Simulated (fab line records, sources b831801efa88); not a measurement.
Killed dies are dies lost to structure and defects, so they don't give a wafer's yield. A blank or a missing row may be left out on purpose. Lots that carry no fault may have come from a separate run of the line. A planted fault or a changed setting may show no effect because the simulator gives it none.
Comparing a struck lot with a sound one	flow sky130	15 out of 708 route steps
Sound: the wafers L688.1, L688.3, L688.4. Wafers struck: L681.1, L681.4, L681.6. The cause comes at the end.
For every step that has rows: the tool of each side, followed by ch and its chambers, followed by its first start. Under that, the readings that differ: sound wafers	struck wafers	difference of the means	sigmas: that difference in standard deviations of wafers without a fault.
alike: readings with means less than 2 such deviations apart, plus words and numbers identical on both sides. not compared: withheld readings, readings lacking a value on some wafer, bounds such as >300 that could conceal the same value, and numbers that have no deviation in the record and whose values overlap.
Wherever a step has rows on one side only, a row that says differs or no value, or a row with sigmas, the two part there. Numbers that don't overlap but have no deviation are shown without sigmas and don't part them. Lack of a reading on every wafer of one side parts them only where that side has two or more wafers.

first, 4 steps without rows for these wafers: SKY_LDD_N_SOFTBAKE_03 (time 60 s); SKY_LDD_N_EXPOSE_04 (exposes mask NTM, target cd 840 nm); SKY_LDD_N_PEB_05; SKY_LDD_N_DEVELOP_06 (develop time 60 s).
SKY_LDD_N_OVL_MEAS_07:
  struck on overlay-02, day 22 07:19; sound on overlay-01, day 23 21:30
  alike: LDD_N_OVL
then, 7 steps without rows for these wafers: SKY_LDD_N_IMPLANT_08; SKY_LDD_N_IMPLANT_09; SKY_LDD_N_IMPLANT_10; SKY_LDD_N_IMPLANT_11; SKY_LDD_N_IMPLANT_12; SKY_LDD_N_IMPLANT_13; SKY_LDD_N_IMPLANT_14.
SKY_LDD_N_IMPLANT_15:
  sound on implanter-02 ch 0, day 23 22:35; struck on implanter-03 ch 0, day 22 08:24
reading	sound	struck	difference	sigmas
dose ions cm2	5.002e+12 5.005e+12 5.001e+12	2.294e+12 2.303e+12 2.296e+12	-2.705e+12	-99 or more
faraday current uA	28.2 28.4 28.0	12.7 13.1 13.1	-15.2	-30
  alike: rotation deg
SKY_LDD_N_STRIP_16: strips in O2/N2.
  sound on plasma asher-01 ch 0,1, day 23 22:44; struck on plasma asher-01 ch 0,1, day 22 08:33
  alike: drypump motor current A, oes product au, strip time to endpoint s
  not compared: rf hours counter h
-- here the record skips 26 days between the struck wafers' starts before and after, leaving off in module LDD_N and picking up in module PAD_OPEN (first step shown: number 708 of the route) --
SKY_PAD_OPEN_PROBE_99:
  struck on prober-02, day 48 10:33; sound on prober-02, day 49 10:00
reading	sound	struck	difference	sigmas
model.etest.tip n.rs ohm sq	439.2 439 441.5	429.9 430.7 436.1	-7.7	
model.etest.nfet_01v8_turned.vt sat v (V)	0.6299 0.6471 0.6516	0.6203 0.607 0.6129	-0.0295	
model.etest.nfet_01v8_lvt.vt v (V)	0.6059 0.6119 0.6148	0.6028 0.604 0.5979	-0.0093	
  alike: killed_at_M0_to_M3, killed_at_M4_up, killed at contacts, killed at front end, killed at other, killed dies, killed open, killed short
  not compared: model.etest.nfet_01v8_turned.off log10 a um, model.etest.nfet_01v8_lvt.vt sat v, model.etest.nfet_01v8_turned.vt v, model.etest.nfet_01v8_swapped.vt sat v, model.etest.nfet_01v8.vt sat v

WHERE THEY PART
At SKY_LDD_N_IMPLANT_15 and nowhere else, as far as this record goes. Later steps at which nothing parts them and some readings are alike: SKY_LDD_N_STRIP_16, SKY_PAD_OPEN_PROBE_99.

WHY: what had been put in by the simulator
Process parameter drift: implanter-03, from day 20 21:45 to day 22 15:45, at SKY_LDD_N_IMPLANT_15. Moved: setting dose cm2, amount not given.
